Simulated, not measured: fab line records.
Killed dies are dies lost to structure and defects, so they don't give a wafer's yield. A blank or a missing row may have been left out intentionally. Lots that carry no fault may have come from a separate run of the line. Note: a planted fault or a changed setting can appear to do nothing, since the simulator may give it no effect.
Matching of chambers	flow gf180mcu	GF_STI_ETCH_14 on rie-si-01 has 4 sister chambers
The step etches Si in HBr/Cl2/O2, target depth 360 nm, time 102.9 s. 8 wafers are shown with their chamber, then 8 later ones without.

WAFERS WITH THEIR CHAMBER
wafer	chamber	O2_flow_sccm (sccm)	throttle-valve-pct (%)
L533.5	3	6.043	25.676
L541.3	1	6.028	25.642
L541.4	1	6.012	25.656
L541.6	0	5.992	25.654
L545.1	0	6.012	25.667
L545.4	2	6.015	25.662
L545.6	3	5.978	25.653
L546.1	2	6.005	25.661

WAFERS WITH NO CHAMBER GIVEN
wafer	O2_flow_sccm (sccm)	throttle-valve-pct (%)
L546.2	5.999	25.659
L546.6	5.994	25.662
L547.1	5.988	25.648
L547.2	5.997	25.665
L547.3	5.987	25.689
L548.2	5.997	25.669
L548.3	6.001	25.658
L548.6	5.978	25.645

WHICH CHAMBER EACH WENT THROUGH
wafer	from the rows above	in truth
L546.2	can't be placed: 0 or 2 or 3 or 1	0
L546.6	can't be placed: 0 or 2 or 3 or 1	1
L547.1	can't be placed: 1 or 0 or 2 or 3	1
L547.2	can't be placed: 0 or 3 or 2 or 1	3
L547.3	can't be placed: 3 or 2 or 0 or 1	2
L548.2	can't be placed: 3 or 0 or 2 or 1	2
L548.3	can't be placed: 0 or 2 or 3 or 1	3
L548.6	can't be placed: 1 or 0 or 2 or 3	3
Correctly placed: 0 of 8. Not placeable from these rows: 8 (in 8, the candidates include the true chamber). Number placed wrongly: 0.
How it was worked out, from the rows above alone: a wafer's distance from a chamber is the root of the sum, over the readings, of the square of ((its reading less the chamber's mean) divided by the reading's scatter). If the next closest chamber is less than 2 further off than the closest, the wafer can't be placed; otherwise it belongs to the closest. For every chamber, the mean is computed from those of its wafers that are shown. The scatter is the square root of a quotient: the sum, over the shown wafers, of each reading's squared deviation from its chamber's mean, divided by wafers minus chambers.
